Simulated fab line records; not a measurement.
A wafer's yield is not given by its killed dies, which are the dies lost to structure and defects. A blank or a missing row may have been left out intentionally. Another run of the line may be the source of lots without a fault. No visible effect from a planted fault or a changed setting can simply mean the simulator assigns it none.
2 desks, one fault :: flow sky130 :: what lay behind the numbers comes last; until then each desk has only its own

== METROLOGY DESK ==
Means of the sampled wafers that have a number, per lot and without regard to the tool the lot ran on: this is what the gauges read. Any lot whose mean is over 4 standard deviations away from the usual mean is out of limits and marked OUT; that distance is given in the brackets.
Columns: A = cd_nm at SKY_METAL3_CD_MEAS_13, usual 300.0 nm; B = METAL3_OVL at SKY_METAL3_OVL_MEAS_14, usual -7 nm
lot: L363
first seen here: day 39 18:58
A: 299.6
B: -4

lot: L371
first seen here: day 41 17:04
A: 298.9
B: -2

lot: L374
first seen here: day 42 13:47
A: 299.1
B: -0

lot: L379
first seen here: day 44 02:14
A: 299.7
B: -10

lot: L381
first seen here: day 44 13:01
A: 300.4
B: -9

lot: L382
first seen here: day 44 14:32
A: 300.0
B: -13
This desk found nothing out of limits on any of the 6 lots.

== DESK OF THE TOOL OWNER: rie_metal-02 ==
The tool's own readings at SKY_METAL3_METAL_ETCH_18 (etches the open film in Cl2/BCl3, stops on SiO2, target depth 845 nm, time 183.1 s): means of the sampled wafers that have a number, for each lot that ran on this tool. Any lot whose mean is over 4 standard deviations away from the usual mean is out of limits and marked OUT; that distance is given in the brackets.
Columns: A = drypump_motor_current_A at SKY_METAL3_METAL_ETCH_18, usual 5.3 A; B = mfc_cl2_sccm at SKY_METAL3_METAL_ETCH_18, usual 59.98 sccm; C = oes_product_au at SKY_METAL3_METAL_ETCH_18, usual 0.867 a.u.; D = throttle_valve_pct at SKY_METAL3_METAL_ETCH_18, usual 22.265 %
lot: L363
first seen here: day 39 19:17
A: 5.1
B: 60.00
C: 0.863
D: 22.271

lot: L371
first seen here: day 41 17:22
A: 4.9
B: 60.09
C: 0.851
D: 22.261

lot: L374
first seen here: day 42 14:04
A: 5.1
B: 59.95
C: 0.860
D: 22.267
This desk found nothing out of limits on any of the 3 lots.

== TAKEN TOGETHER ==
Nothing out of limits was seen by the metrology desk.
Nothing out of limits was seen by the tool owner's desk.

== WHAT HAD BEEN PUT IN BY THE SIMULATOR ==
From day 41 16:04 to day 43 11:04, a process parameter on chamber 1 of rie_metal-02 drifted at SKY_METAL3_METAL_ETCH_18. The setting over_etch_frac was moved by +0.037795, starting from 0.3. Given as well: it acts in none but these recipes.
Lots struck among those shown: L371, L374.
